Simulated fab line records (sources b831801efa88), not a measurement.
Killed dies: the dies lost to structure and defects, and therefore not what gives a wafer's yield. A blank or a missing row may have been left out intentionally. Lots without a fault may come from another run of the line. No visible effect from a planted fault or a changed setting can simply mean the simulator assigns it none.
Chamber matching / flow gf180mcu / GF_V5_ETCH_16 on rieDiel-01 has 4 sister chambers
The step etches BARC in N2/H2. 20 wafers are shown with their chamber, then 10 later ones without.

== EACH WAFER AND ITS CHAMBER ==
wafer=L082.1; chamber=2; drypumpMotorCurrentA (A)=5.4; throttleValvePct (%)=13.224; oesProductAu (a.u.)=0.854
wafer=L082.4; chamber=2; drypumpMotorCurrentA (A)=5.4; throttleValvePct (%)=13.231; oesProductAu (a.u.)=0.858
wafer=L082.6; chamber=3; drypumpMotorCurrentA (A)=6.1; throttleValvePct (%)=13.223; oesProductAu (a.u.)=0.862
wafer=L085.4; chamber=3; drypumpMotorCurrentA (A)=6.1; throttleValvePct (%)=13.230; oesProductAu (a.u.)=0.847
wafer=L085.5; chamber=0; drypumpMotorCurrentA (A)=6.3; throttleValvePct (%)=13.233; oesProductAu (a.u.)=0.856
wafer=L085.6; chamber=3; drypumpMotorCurrentA (A)=6.2; throttleValvePct (%)=13.247; oesProductAu (a.u.)=0.854
wafer=L086.2; chamber=3; drypumpMotorCurrentA (A)=6.1; throttleValvePct (%)=13.221; oesProductAu (a.u.)=0.852
wafer=L086.4; chamber=0; drypumpMotorCurrentA (A)=6.4; throttleValvePct (%)=13.220; oesProductAu (a.u.)=0.849
wafer=L086.5; chamber=0; drypumpMotorCurrentA (A)=6.3; throttleValvePct (%)=13.219; oesProductAu (a.u.)=0.863
wafer=L087.1; chamber=3; drypumpMotorCurrentA (A)=6.2; throttleValvePct (%)=13.206; oesProductAu (a.u.)=0.848
wafer=L087.2; chamber=0; drypumpMotorCurrentA (A)=6.3; throttleValvePct (%)=13.216; oesProductAu (a.u.)=0.850
wafer=L087.3; chamber=2; drypumpMotorCurrentA (A)=5.4; throttleValvePct (%)=13.227; oesProductAu (a.u.)=0.859
wafer=L087.4; chamber=3; drypumpMotorCurrentA (A)=6.2; throttleValvePct (%)=13.224; oesProductAu (a.u.)=0.860
wafer=L087.5; chamber=0; drypumpMotorCurrentA (A)=6.4; throttleValvePct (%)=13.228; oesProductAu (a.u.)=0.856
wafer=L087.6; chamber=2; drypumpMotorCurrentA (A)=5.4; throttleValvePct (%)=13.228; oesProductAu (a.u.)=0.854
wafer=L090.1; chamber=2; drypumpMotorCurrentA (A)=5.4; throttleValvePct (%)=13.234; oesProductAu (a.u.)=0.852
wafer=L090.2; chamber=3; drypumpMotorCurrentA (A)=6.1; throttleValvePct (%)=13.203; oesProductAu (a.u.)=0.855
wafer=L090.4; chamber=1; drypumpMotorCurrentA (A)=4.9; throttleValvePct (%)=13.228; oesProductAu (a.u.)=0.857
wafer=L092.1; chamber=0; drypumpMotorCurrentA (A)=6.3; throttleValvePct (%)=13.230; oesProductAu (a.u.)=0.848
wafer=L092.2; chamber=1; drypumpMotorCurrentA (A)=4.9; throttleValvePct (%)=13.213; oesProductAu (a.u.)=0.854

SIGNATURES (means of the wafers above)
reading=drypumpMotorCurrentA; chamber 0=6.333; chamber 1=4.900; chamber 2=5.400; chamber 3=6.143; scatter within a chamber=0.0436
reading=throttleValvePct; chamber 0=13.22433; chamber 1=13.22050; chamber 2=13.22880; chamber 3=13.22200; scatter within a chamber=0.0104
reading=oesProductAu; chamber 0=0.85367; chamber 1=0.85550; chamber 2=0.85540; chamber 3=0.85400; scatter within a chamber=0.00497
Rule: a wafer lies at a distance from a chamber equal to the root of the sum of squares, over the readings, of (its reading less the chamber's mean, divided by the reading's scatter). If the next closest chamber is less than 2 further off than the closest, the wafer can't be placed; otherwise it belongs to the closest. How the scatter is found: for the shown wafers, subtract from each reading the mean of its chamber, square and add these, divide the total by (wafers less chambers), then take the root.

== WAFERS WITHOUT THEIR CHAMBER ==
wafer=L092.3; drypumpMotorCurrentA (A)=6.2; throttleValvePct (%)=13.224; oesProductAu (a.u.)=0.862
wafer=L092.4; drypumpMotorCurrentA (A)=5.4; throttleValvePct (%)=13.234; oesProductAu (a.u.)=0.860
wafer=L092.5; drypumpMotorCurrentA (A)=6.2; throttleValvePct (%)=13.236; oesProductAu (a.u.)=0.853
wafer=L092.6; drypumpMotorCurrentA (A)=6.4; throttleValvePct (%)=13.232; oesProductAu (a.u.)=0.863
wafer=L093.2; drypumpMotorCurrentA (A)=5.4; throttleValvePct (%)=13.215; oesProductAu (a.u.)=0.857
wafer=L093.3; drypumpMotorCurrentA (A)=4.9; throttleValvePct (%)=13.229; oesProductAu (a.u.)=0.849
wafer=L093.5; drypumpMotorCurrentA (A)=4.9; throttleValvePct (%)=13.222; oesProductAu (a.u.)=0.851
wafer=L094.2; drypumpMotorCurrentA (A)=6.1; throttleValvePct (%)=13.231; oesProductAu (a.u.)=0.860
wafer=L094.3; drypumpMotorCurrentA (A)=5.4; throttleValvePct (%)=13.213; oesProductAu (a.u.)=0.855
wafer=L094.6; drypumpMotorCurrentA (A)=6.3; throttleValvePct (%)=13.231; oesProductAu (a.u.)=0.848

== WHICH CHAMBER EACH WENT THROUGH ==
wafer=L092.3; from the rows above=can't be placed: 3 or 0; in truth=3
wafer=L092.4; from the rows above=2; in truth=2
wafer=L092.5; from the rows above=can't be placed: 3 or 0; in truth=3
wafer=L092.6; from the rows above=0; in truth=0
wafer=L093.2; from the rows above=2; in truth=2
wafer=L093.3; from the rows above=1; in truth=1
wafer=L093.5; from the rows above=1; in truth=1
wafer=L094.2; from the rows above=3; in truth=3
wafer=L094.3; from the rows above=2; in truth=2
wafer=L094.6; from the rows above=0; in truth=0
Correctly placed: 8 of 10. Unplaceable from these rows: 2, with the true chamber sitting among the candidates in 2. 0 placed wrongly.
